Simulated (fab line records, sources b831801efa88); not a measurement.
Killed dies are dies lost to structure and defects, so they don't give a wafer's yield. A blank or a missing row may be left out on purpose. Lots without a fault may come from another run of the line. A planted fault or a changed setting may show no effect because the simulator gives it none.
Chamber matching | flow sky130 | SKY_VIA3_ETCH_15 on rie_diel-03: 4 sister chambers
The step etches SiO2 in C4F8/O2/Ar, stops on TiN, target depth 507 nm, time 78 s. 8 wafers are shown with their chamber, then 9 later ones without.

WAFERS WITH THEIR CHAMBER
wafer  | chamber | oes_product_au (a.u.)
L074.5 | 3       | 0.951
L077.4 | 3       | 0.940
L081.3 | 2       | 0.936
L081.5 | 2       | 0.943
L084.5 | 0       | 0.944
L089.3 | 0       | 0.944
L089.4 | 1       | 0.948
L089.6 | 1       | 0.945

WAFERS WITHOUT THEIR CHAMBER
wafer  | oes_product_au (a.u.)
L091.2 | 0.952
L091.3 | 0.950
L091.6 | 0.948
L094.1 | 0.950
L094.3 | 0.940
L094.5 | 0.941
L097.1 | 0.940
L097.4 | 0.948
L097.5 | 0.942

WHICH CHAMBER EACH WENT THROUGH
wafer  | from the rows above               | in truth
L091.2 | can't be placed: 1 or 3 or 0 or 2 | 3
L091.3 | can't be placed: 1 or 3 or 0 or 2 | 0
L091.6 | can't be placed: 1 or 3 or 0 or 2 | 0
L094.1 | can't be placed: 1 or 3 or 0 or 2 | 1
L094.3 | can't be placed: 2 or 0 or 3 or 1 | 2
L094.5 | can't be placed: 2 or 0 or 3 or 1 | 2
L097.1 | can't be placed: 2 or 0 or 3 or 1 | 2
L097.4 | can't be placed: 1 or 3 or 0 or 2 | 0
L097.5 | can't be placed: 0 or 2 or 3 or 1 | 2
Placed correctly: 0 of 9. Can't be placed from these rows: 9 (the true chamber is among the candidates in 9). Placed wrongly: 0.
How it was worked out, from the rows above alone: a wafer's distance from a chamber is the root of the sum, over the readings, of the square of ((its reading less the chamber's mean) divided by the reading's scatter). The wafer belongs to the nearest chamber; if the next one is less than 2 further off, it can't be placed. A chamber's mean is the mean of its shown wafers. The scatter: the root of (the sum of the squares of (reading less its chamber's mean) over the shown wafers, divided by (wafers less chambers)).
